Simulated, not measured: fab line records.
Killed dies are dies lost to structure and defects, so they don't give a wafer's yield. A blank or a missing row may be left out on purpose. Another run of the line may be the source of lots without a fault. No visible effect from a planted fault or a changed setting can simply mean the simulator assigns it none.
Problem report, 8D (eight disciplines) form, completed by code -- flow gf180mcu -- the parts of the form that need people (team, actions taken, sign-off) are left out

1. WHAT WENT WRONG
At GF_SALICIDE_RTA_08, runLengthS averages 102.50 s over 2 wafers from 2 lots, while fault-free wafers read 58.66 s, standard deviation 0.17. So: +99 or more standard deviations from the usual mean.
The step: time 30 s.
Seen first at day 18 08:48 on rtpAnneal-02, wafer L444.5. The record holds 42 wafers of 14 lots with a number at this step. Rule for "out" (also "out of limits"): further than 4 standard deviations from the usual mean. The other wafers with a number count as sound.

2. WHAT THIS IS AND IS NOT
question,is,is not
which readings at this step,runLengthS,"lampPowerPct, wafer_temp_C_max"
which lots,"L444, L445","L435, L436, L438, L439, L441, L442, L453, L454, L455, L456, L457, L458"
which wafers of those lots,"L444.5, L445.3","L444.1, L444.6, L445.1, L445.6"
read on which tools,rtpAnneal-02,rtpAnneal-01
when,from day 18 08:48,"up to then (20 sound wafers); but 20 sound wafers of L445, L453, L454, L455, L456, L457, L458 came after"

3. THE SUSPECTS, EACH WITH WHAT RULES IT OUT
Counting: a tool at a process step up to the reading stays a suspect if it ran every lot that is out. Sound lots after the first of them don't rule it out here, since some wafers of a struck lot are sound.
- rtpAnneal-02 at GF_SALICIDE_RTA_08 (time 30 s): kept. It processed each lot that is out (first: L444, day 18 08:48); up to then, its last sound lot is L438 (day 16 05:08). On those wafers its own readings are out: runLengthS.
After counting, what remains is rtpAnneal-02 at GF_SALICIDE_RTA_08.

4. THE CAUSE (what the simulator had put in)
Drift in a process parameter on rtpAnneal-02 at GF_SALICIDE_RTA_08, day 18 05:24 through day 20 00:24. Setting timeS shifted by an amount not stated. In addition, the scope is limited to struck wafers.
This tool alone remained once counting was done.

5. SEQUENCE OF EFFECTS, ordered by route
Each row: a reading where the mean over the struck wafers with a number is more than 3 standard deviations away from the usual. Only readings whose record carries a usual standard deviation are examined. hours: median over the lots of the time between each lot's start at the first step of this table that gives one and its start at this step. sigmas: the change, counted in usual standard deviations.
hours,step,reading,usual,on struck wafers,change,sigmas
0,GF_SALICIDE_RTA_08,runLengthS,58.66 s,102.50,+43.84,+99 or more
Here are the process steps it includes:
- GF_SALICIDE_RTA_08: time 30 s.

6. HOW IT WOULD HAVE BEEN CAUGHT EARLIER
First out-of-limits reading in this record: day 18 08:48, which is 3 hours after fault onset at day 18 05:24.
